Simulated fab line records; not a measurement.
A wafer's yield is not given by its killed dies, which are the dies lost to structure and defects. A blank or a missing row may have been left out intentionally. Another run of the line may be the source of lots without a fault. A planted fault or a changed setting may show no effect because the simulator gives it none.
Comparing a struck lot with a sound one || flow sfq-line || 28 steps out of a route of 325
Sound: wafers L635.1, L635.3, L635.4. Struck: wafer L649.5 (L649.1, L649.2, from the same lot, were not struck and are left out); the cause is given at the end.
Per side, at each step with rows, come the tool, then ch with its chambers, and then its first start. Under that, the readings that differ: sound wafers || struck wafers || difference of the means || sigmas: that difference in standard deviations of wafers without a fault.
alike: readings with means less than 2 such deviations apart, plus words and numbers identical on both sides. not compared: withheld readings, readings lacking a value on some wafer, bounds such as >300 that could conceal the same value, and numbers that have no deviation in the record and whose values overlap.
A row with sigmas, a row that says differs or no value, or rows on one side alone: a step with any of these is where the two part. Numbers that don't overlap but have no deviation are shown without sigmas and don't part them. A reading that every wafer of one side lacks parts them only if that side has two wafers or more.

first, 6 steps without rows for these wafers: SFQ_TRILAYER_M1_LITHO_COAT_044 (resist thk 62 nm); SFQ_TRILAYER_M1_LITHO_COAT_039 (resist thk 600 nm); SFQ_TRILAYER_M1_LITHO_SOFTBAKE_043; SFQ_TRILAYER_M1_LITHO_EXPOSE_040 (exposes mask M1, target cd 500 nm); SFQ_TRILAYER_M1_LITHO_PEB_042 (peb time 60 s); SFQ_TRILAYER_M1_LITHO_DEVELOP_041 (time 60 s).
SFQ_M1_OVL_MEAS_911:
  sound on overlay-02 at day 14 17:20; struck on overlay-02 at day 22 09:30
  alike: M1_OVL
SFQ_TRILAYER_M1_BARC_OPEN_METAL_ETCH_054: etches BARC in O2, target depth 125 nm, time 41.7 s.
  sound on rie-metal-01 ch 0,1, day 14 17:22; struck on rie-metal-03 ch 0, day 22 09:32
  alike: bias-w, drypump-motor-current-A, oes-product-au
  not compared: rf-hours-counter-h
then, 1 step without rows for these wafers: SFQ_TRILAYER_M1_ETCH_METAL_ETCH_042 (etches Nb in Cl2/Ar, stops on SiO2, target depth 240 nm, time 120 s).
SFQ_TRILAYER_M1_STRIP_STRIP_043: strips in O2.
  sound on rie-metal-01 ch 0,1, day 14 17:33; struck on rie-metal-03 ch 0, day 22 09:43
  alike: drypump-motor-current-A, oes-product-au, platen-temp-c
  not compared: rf-hours-counter-h
then, 1 step without rows for these wafers: SFQ_TRILAYER_M1_STRIP_SOLV_CLEAN_044 (cleans in NMP, time 600 s).
SFQ_TRILAYER_I1_DEP_PECVD_045: deposits SiO2 from SiH4/N2O, time 111.11 s, target thk 500 nm.
  sound on pecvd-02 ch 0,1,2, day 14 18:20; struck on pecvd-03 ch 2, day 22 10:29
{"reading": "throttle-valve-pct (%)", "sound": "22.4 22.6 23.1", "struck": 26.0, "difference": "+3.3", "sigmas": "+2"}
  alike: heater-power-w
SFQ_TRILAYER_I1_CMP_CMP_046: polishes SiO2.
  sound on cmp-01 ch 0,1,2, day 15 09:37; struck on cmp-02 ch 0, day 22 13:04
{"reading": "model.SiO2_of_TRILAYER_I1_DEP_PECVD_045.thk-nm (nm)", "sound": "199.7 201.4 198.5", "struck": 215.4, "difference": "+15.5", "sigmas": ""}
  alike: motor-current-A, retaining-ring-pressure-frac, time-to-endpoint-s
SFQ_I1_BOW_MEAS_912:
  sound on film-metro-01 at day 15 12:51; struck on film-metro-02 at day 22 13:34
  alike: I1_BOW
SFQ_TRILAYER_I1_METRO_MEASURE_047:
  sound on film-metro-01 at day 15 12:58; struck on film-metro-02 at day 22 13:41
{"reading": "thk-nm (nm)", "sound": "199.5 201.4 198.4", "struck": 215.3, "difference": "+15.5", "sigmas": "+17"}
then, 6 steps without rows for these wafers: SFQ_TRILAYER_I1_VIA_LITHO_COAT_054 (resist thk 62 nm); SFQ_TRILAYER_I1_VIA_LITHO_COAT_049 (resist thk 650 nm); SFQ_TRILAYER_I1_VIA_LITHO_SOFTBAKE_053; SFQ_TRILAYER_I1_VIA_LITHO_EXPOSE_050 (exposes mask I1, target cd 500 nm); SFQ_TRILAYER_I1_VIA_LITHO_PEB_052 (peb time 60 s); SFQ_TRILAYER_I1_VIA_LITHO_DEVELOP_051 (time 60 s).
-- the record jumps here: 6 days lie between the struck wafers' starts before and after --
SFQ_I1_OVL_MEAS_913:
  sound on overlay-02 at day 21 00:53; struck on overlay-02 at day 28 23:40
  alike: I1_OVL
then, 1 step without rows for these wafers: SFQ_TRILAYER_I1_VIA_BARC_OPEN_VIA_ETCH_071 (etches BARC in O2, target depth 125 nm, time 41.7 s).
SFQ_TRILAYER_I1_VIA_ETCH_VIA_ETCH_052: etches SiO2 in CHF3, stops on Nb, target depth 260 nm.
  sound on rie-diel-01 ch 0,1,3, day 21 00:57; struck on rie-diel-02 ch 1, day 28 23:45
{"reading": "oes-product-au (a.u.)", "sound": "0.861 0.865 0.855", "struck": 0.894, "difference": "+0.034", "sigmas": "+6"}
{"reading": "model.etch.depth-nm (nm)", "sound": "199.7 201.4 198.5", "struck": 215.4, "difference": "+15.5", "sigmas": ""}
{"reading": "model.I1.feature-depth-nm (nm)", "sound": "199.7 201.4 198.5", "struck": 215.4, "difference": "+15.5", "sigmas": ""}
  alike: bias-w, drypump-motor-current-A
SFQ_TRILAYER_I1_VIA_STRIP_STRIP_053: strips in O2.
  sound on rie-metal-04 ch 0,1, day 21 01:04; struck on rie-metal-04 ch 0, day 28 23:52
  alike: drypump-motor-current-A, oes-product-au, platen-temp-c
  not compared: rf-hours-counter-h
then, 1 step without rows for these wafers: SFQ_TRILAYER_I1_VIA_STRIP_SOLV_CLEAN_054 (cleans in NMP, time 600 s).
SFQ_TRILAYER_M2_DEP_PRE_CLEAN_056: time 22.5 s.
  sound on pvd-sputter-03 at day 21 01:50; struck on pvd-sputter-06 at day 29 00:38
{"reading": "model.SiO2_of_TRILAYER_I1_DEP_PECVD_045.thk-nm (nm)", "sound": "192.2 193.9 191", "struck": 207.9, "difference": "+15.5", "sigmas": ""}
SFQ_TRILAYER_M2_DEP_SPUTTER_055: material Nb, target thk 200 nm, time 133.3 s.
  sound on pvd-sputter-03 at day 21 01:52; struck on pvd-sputter-06 at day 29 00:40
  alike: throttle-valve-pct

== WHERE THEY PART ==
At SFQ_TRILAYER_I1_DEP_PECVD_045 first; at SFQ_TRILAYER_I1_VIA_ETCH_VIA_ETCH_052 last (within this record only). Later steps at which nothing parts them and some readings are alike: SFQ_TRILAYER_I1_VIA_STRIP_STRIP_053, SFQ_TRILAYER_M2_DEP_SPUTTER_055.

WHY: what had been put in by the simulator
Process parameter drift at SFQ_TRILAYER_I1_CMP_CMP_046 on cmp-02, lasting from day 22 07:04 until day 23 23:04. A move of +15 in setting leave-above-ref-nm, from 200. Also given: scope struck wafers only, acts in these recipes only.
